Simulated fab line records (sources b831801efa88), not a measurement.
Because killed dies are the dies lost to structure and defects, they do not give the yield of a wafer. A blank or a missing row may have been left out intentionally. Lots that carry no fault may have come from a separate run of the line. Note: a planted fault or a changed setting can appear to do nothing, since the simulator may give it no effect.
Which tool did it?	flow sky130	11 lots, 33 wafers sampled, at 6 steps of a route of 708

WHAT THE GAUGES READ, wafer by wafer
SKY_CONTACT_RS_MEAS_25: the measuring method here is four-point-probe.
lot	measured	on	CONTACT_W_RS (ohm/sq)
L993	day 31 08:39	filmMetro-02	0.328 0.333 0.338
L995	day 32 16:41	filmMetro-01	0.339 0.343 0.341
L100	day 33 14:45	filmMetro-01	0.339 0.337 0.336
L103	day 34 23:28	filmMetro-02	58.263 57.888 57.988
L104	day 35 09:56	filmMetro-02	57.661 58.409 58.197
L105	day 35 15:10	filmMetro-02	0.342 0.340 0.341
L111	day 37 14:05	filmMetro-01	0.338 0.338 0.338
L112	day 37 17:07	filmMetro-01	0.339 0.335 0.337
L113	day 38 06:02	filmMetro-01	0.337 0.337 0.337
L114	day 39 09:39	filmMetro-01	0.348 0.343 0.342
L116	day 39 11:08	filmMetro-01	0.343 0.345 0.341

SKY_CONTACT_THK_MEAS_26: measures by xrf.
lot	measured	on	CONTACT_W_THK (nm)
L993	day 31 08:46	filmMetro-02	349 346 341
L995	day 32 16:49	filmMetro-01	336 332 332
L100	day 33 14:52	filmMetro-01	340 341 344
L103	day 34 23:35	filmMetro-02	- - -
L104	day 35 10:04	filmMetro-02	<0 <0 -
L105	day 35 15:17	filmMetro-02	336 336 337
L111	day 37 14:10	filmMetro-01	337 335 333
L112	day 37 17:14	filmMetro-01	334 336 334
L113	day 38 06:10	filmMetro-01	340 342 341
L114	day 39 09:46	filmMetro-01	330 334 335
L116	day 39 11:15	filmMetro-01	335 332 334

SKY_VIA1_OVL_MEAS_13.
lot	measured	on	VIA1_OVL (nm)
L993	day 33 17:18	overlay-01	-2 9 5
L995	day 34 23:34	overlay-01	-6 -2 -12
L100	day 35 22:16	overlay-01	-8 2 0
L105	day 37 22:01	overlay-02	-1 -1 -3
L111	day 39 19:23	overlay-01	5 2 10
L112	day 39 22:02	overlay-01	-5 -1 -4
L113	day 40 08:45	overlay-01	-6 -1 -8
L114	day 41 12:22	overlay-01	-14 -9 -10
L116	day 41 14:25	overlay-01	1 2 14

EACH LOT AND THE TOOL THAT RAN IT (in order: tool; ch and the chambers of the sampled wafers; start)
lot	SKY_LI_CONTACT_CMP_24	SKY_CONTACT_CVD_24	SKY_METAL1_SPUTTER_04
L993	cmp-02 ch 0,1, day 28 22:28	cvdW-02 ch 0,1, day 31 08:31	pvdSputter-03, day 31 09:13
L995	cmp-02 ch 0,3, day 30 05:16	cvdW-01 ch 0,1, day 32 16:35	pvdSputter-02, day 32 17:16
L100	cmp-01 ch 0,1,2, day 31 05:16	cvdW-01 ch 0,1, day 33 14:37	pvdSputter-03, day 33 15:18
L103	cmp-02 ch 0,1,3, day 32 15:40	cvdW-01 ch 0,1, day 34 23:22	-
L104	cmp-01 ch 1,3, day 33 01:37	cvdW-01 ch 0,1, day 35 09:47	-
L105	cmp-01 ch 1,2, day 33 07:37	cvdW-01 ch 0,1, day 35 15:03	pvdSputter-02, day 35 15:44
L111	cmp-02 ch 0,1, day 35 05:41	cvdW-01 ch 0,1, day 37 13:56	pvdSputter-03, day 37 14:35
L112	cmp-02 ch 0,1,2, day 35 09:59	cvdW-01 ch 0,1, day 37 16:59	pvdSputter-03, day 37 17:41
L113	cmp-02 ch 0,2,3, day 35 22:26	cvdW-01 ch 0, day 38 05:56	pvdSputter-02, day 38 06:37
L114	cmp-02 ch 1,2,3, day 37 03:31	cvdW-01 ch 0,1, day 39 09:32	pvdSputter-02, day 39 10:19
L116	cmp-02 ch 1,2,3, day 37 04:44	cvdW-01 ch 0,1, day 39 11:01	pvdSputter-04, day 39 11:42
- SKY_LI_CONTACT_CMP_24: polishes, stops on PSG, t overpolish 20 s, target thk 0 nm.
- SKY_CONTACT_CVD_24: deposits W, target thk 340 nm, time 102.12 s.
- SKY_METAL1_SPUTTER_04: material TiN, target thk 70 nm, time 58.3 s.

AS READ BY THE TOOLS THEMSELVES (means over the sampled wafers that have a number; for cases with no such wafer, the mark the record gives instead)
SKY_LI_CONTACT_CMP_24.
lot	tool	edgeZonePressureFrac	motorCurrentA (A)	overpolishRunS (s)	slurryFilterDpKPa (kPa)	timeToEndpointS (s)
L993	cmp-02	1.003	11.1	20.001	13.45	98
L995	cmp-02	1.003	11.3	20.013	13.39	97
L100	cmp-01	1.002	11.0	20.000	13.51	97
L103	cmp-02	0.997	11.7	19.995	13.37	100
L104	cmp-01	1.007	11.4	20.006	13.36	98
L105	cmp-01	1.001	11.1	20.007	13.51	99
L111	cmp-02	0.999	11.6	20.003	13.50	99
L112	cmp-02	1.002	11.9	20.000	13.50	98
L113	cmp-02	0.996	12.1	20.006	13.40	98
L114	cmp-02	0.999	12.3	20.006	13.52	96
L116	cmp-02	1.003	12.6	20.003	13.55	99

SKY_CONTACT_CVD_24.
lot	tool	chamberPressureTorr (Torr)	heaterPowerOuterW (W)	heaterPowerW (W)
L993	cvdW-02	40.03	565	844
L995	cvdW-01	39.96	606	939
L100	cvdW-01	40.09	702	1036
L103	cvdW-01	-	-	-
L104	cvdW-01	-	-	-
L105	cvdW-01	39.91	700	1040
L111	cvdW-01	40.03	603	929
L112	cvdW-01	40.05	599	943
L113	cvdW-01	40.08	506	837
L114	cvdW-01	39.98	609	945
L116	cvdW-01	40.02	609	940

SKY_METAL1_SPUTTER_04.
lot	tool	throttleValvePct (%)
L993	pvdSputter-03	29.9
L995	pvdSputter-02	30.9
L100	pvdSputter-03	29.9
L105	pvdSputter-02	30.7
L111	pvdSputter-03	29.8
L112	pvdSputter-03	29.7
L113	pvdSputter-02	30.5
L114	pvdSputter-02	30.5
L116	pvdSputter-04	30.4

THE ANSWER, worked out from the rows above alone
Rule: what is usual is taken from the lots themselves. Put in order of their means at a reading, lots are off if they are a third of the lots or fewer, leave a main group of 4 or more, and stand apart from it by a gap of 3 or more times the standard deviation of the main group's means; of several such gaps the widest counts. A main group whose means are all the same, to the digits that the tables above print for the reading, isn't used. A lot without any number at a reading at which 4 lots or more have one is off too. Where the step has rows for the other lots, those lots are counted as sound. The gauges are gone through in route order, then the tools' own readings, and for those a lot's mean is taken as printed above. At the first step where some lot is off, the reading lying furthest off is the one used; lots without a number count as furthest.
Off: L103, L104, seen at SKY_CONTACT_RS_MEAS_25 (CONTACT_W_RS). Main group: mean 0.339 ohm/sq, sd 0.0033.
A tool fits if, at a process step before that reading, it ran every lot that is off, and no sound lot after the first of them. Not tried: the gauges at SKY_CONTACT_RS_MEAS_25; whatever is off there is also off at SKY_CONTACT_CVD_24, on other tools, and gauge error can't account for it. Not one of the candidates tried fits.

WHAT WAS PUT IN BY THE SIMULATOR
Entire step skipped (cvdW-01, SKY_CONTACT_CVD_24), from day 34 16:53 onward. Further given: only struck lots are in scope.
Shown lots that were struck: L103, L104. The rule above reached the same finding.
